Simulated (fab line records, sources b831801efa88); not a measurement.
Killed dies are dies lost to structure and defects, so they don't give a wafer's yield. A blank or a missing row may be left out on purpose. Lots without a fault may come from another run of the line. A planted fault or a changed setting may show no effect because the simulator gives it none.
Problem report in the 8D (eight disciplines) form, filled by code | flow gf180mcu | the parts of the form that need people (team, actions taken, sign-off) are left out

1. THE PROBLEM
V3_CVD_00_THK at GF_V3_THK_MEAS_01 reads a mean of 304 nm on 6 wafers of 2 lots; wafers without a fault read 603 nm with a standard deviation of 6.4. That is -47 standard deviations from the usual mean.
First seen on wafer L275.1, day 23 15:14, on film_metro-01. The record holds 39 wafers of 13 lots with a number at this step. Rule for "out", or "out of limits": more than 4 standard deviations from the usual mean. The other wafers with a number count as sound.

2. WHAT IT IS AND WHAT IT IS NOT
question                    | is                     | is not
which readings at this step | V3_CVD_00_THK          | -
which lots                  | L275, L276             | L271, L274, L277, L282, L284, L285, L288, L289, L290, L292, L293
which wafers of those lots  | all that have a number | -
read on which gauges        | film_metro-01          | film_metro-02, film_metro-03
when                        | from day 23 15:14      | up to then (6 sound wafers); but 27 sound wafers of L277, L282, L284, L285, L288, L289, L290, L292, L293 came after

3. SUSPECTS, AND WHAT RULES EACH OUT
Counting: a tool at a process step up to the reading stays a suspect if it ran every lot that is out and no sound lot after the first of them.
- the gauge at GF_V3_THK_MEAS_01: ruled out. All the wafers that are out were read on film_metro-01, but those of them that GF_V3_CVD_00 has rows for are out there too, on other tools.
- hdpcvd-01 at GF_V3_CVD_00 (deposits SiO2, target thk 600 nm, time 100 s): ruled out as a lasting fault. Sound lots L288, L289, L292 ran on it after its first lot that is out, L275 (day 23 15:10).
Left after counting: nothing in the record.

4. THE CAUSE (what the simulator had put in)
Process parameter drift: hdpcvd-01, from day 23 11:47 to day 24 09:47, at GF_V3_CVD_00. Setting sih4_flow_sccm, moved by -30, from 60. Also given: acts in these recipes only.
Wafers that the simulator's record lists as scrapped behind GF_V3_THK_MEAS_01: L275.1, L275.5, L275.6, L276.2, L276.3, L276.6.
Counting ruled it out, wrongly: the rule takes a fault to strike every lot that its tool runs from its start on, and this one did not.

5. THE CHAIN OF EFFECTS, in route order
Each row: a reading whose mean over the struck wafers that have a number lies more than 3 standard deviations from the usual. Only readings for which the record gives a usual standard deviation are gone through. hours: the time from each lot's start at the first step in this table that gives one to its start at this step, as a median over the lots. sigmas: the change in usual standard deviations.
hours | step              | reading        | usual      | on struck wafers | change | sigmas
0     | GF_V3_CVD_00      | sih4_flow_sccm | 60.00 sccm | 29.99            | -30.01 | -99 or more
0     | GF_V3_THK_MEAS_01 | V3_CVD_00_THK  | 603 nm     | 304              | -299   | -47
The process steps in it:
- GF_V3_CVD_00: deposits SiO2, target thk 600 nm, time 100 s.

6. WHAT WOULD HAVE CAUGHT IT SOONER
In this record the first reading out of limits at a measuring or inspecting step was taken at day 23 15:14, 3 hours after the fault began at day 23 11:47.
The tool's own readings at GF_V3_CVD_00 were out on every struck wafer that the step has a row for (sih4_flow_sccm): an alarm limit on them would have fired on the first of those.
